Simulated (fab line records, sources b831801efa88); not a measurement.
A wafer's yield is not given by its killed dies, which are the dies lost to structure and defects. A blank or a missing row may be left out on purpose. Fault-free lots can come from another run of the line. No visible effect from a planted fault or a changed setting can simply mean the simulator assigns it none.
The tool behind it: which one? :: flow gf180mcu :: 7 lots with 21 wafers sampled at 2 steps, on a route of 602 steps

== WHAT THE GAUGES SHOWED, per wafer ==
GF_CONTACT_RS_MEAS_25: uses a four-point probe to measure.
lot: L945
measured: day 16 15:53
on: film-metro-04
CONTACT_W_RS (ohm/sq): 0.381 0.393 0.381

lot: L947
measured: day 17 05:28
on: film-metro-04
CONTACT_W_RS (ohm/sq): 0.382 0.393 0.381

lot: L953
measured: day 19 09:46
on: film-metro-04
CONTACT_W_RS (ohm/sq): 0.380 0.376 0.387

lot: L955
measured: day 20 04:37
on: film-metro-01
CONTACT_W_RS (ohm/sq): 0.390 0.388 0.393

lot: L963
measured: day 23 02:00
on: film-metro-01
CONTACT_W_RS (ohm/sq): 0.376 0.388 0.388

lot: L965
measured: day 23 19:31
on: film-metro-02
CONTACT_W_RS (ohm/sq): 0.386 0.386 0.385

lot: L967
measured: day 24 06:59
on: film-metro-02
CONTACT_W_RS (ohm/sq): 0.383 0.375 0.378

== WHAT TOOL EACH LOT RAN ON (gives the tool, then ch and the chambers of the sampled wafers, and finally the start) ==
lot: L945
GF_CONTACT_CVD_02: pecvd-03 ch 0,1, day 15 16:11

lot: L947
GF_CONTACT_CVD_02: pecvd-01 ch 0,1,2, day 16 05:58

lot: L953
GF_CONTACT_CVD_02: pecvd-02 ch 0,1, day 18 07:53

lot: L955
GF_CONTACT_CVD_02: pecvd-01 ch 1,2, day 19 02:58

lot: L963
GF_CONTACT_CVD_02: pecvd-02 ch 0,1,2, day 22 02:35

lot: L965
GF_CONTACT_CVD_02: pecvd-01 ch 1,2, day 22 19:40

lot: L967
GF_CONTACT_CVD_02: pecvd-01 ch 0,1, day 23 07:28
- GF_CONTACT_CVD_02: deposits SiO2 from TEOS, target thk 860 nm, time 95.992 s.

== THE ANSWER, worked out from the rows above alone ==
Rule: what is usual is taken from the lots themselves. Put in order of their means at a reading, lots are off if they are a third of the lots or fewer, leave a main group of 4 or more, and stand apart from it by a gap of 3 or more times the standard deviation of the main group's means; of several such gaps the widest counts. A main group whose means are all the same, to the digits that the tables above print for the reading, isn't used. Also off: a lot with no number at a reading for which 4 or more lots have one. All remaining lots with rows at the step are treated as sound.
None of the lots is off at any reading shown; this tells nothing.

== WHAT THE SIMULATOR HAD INSERTED ==
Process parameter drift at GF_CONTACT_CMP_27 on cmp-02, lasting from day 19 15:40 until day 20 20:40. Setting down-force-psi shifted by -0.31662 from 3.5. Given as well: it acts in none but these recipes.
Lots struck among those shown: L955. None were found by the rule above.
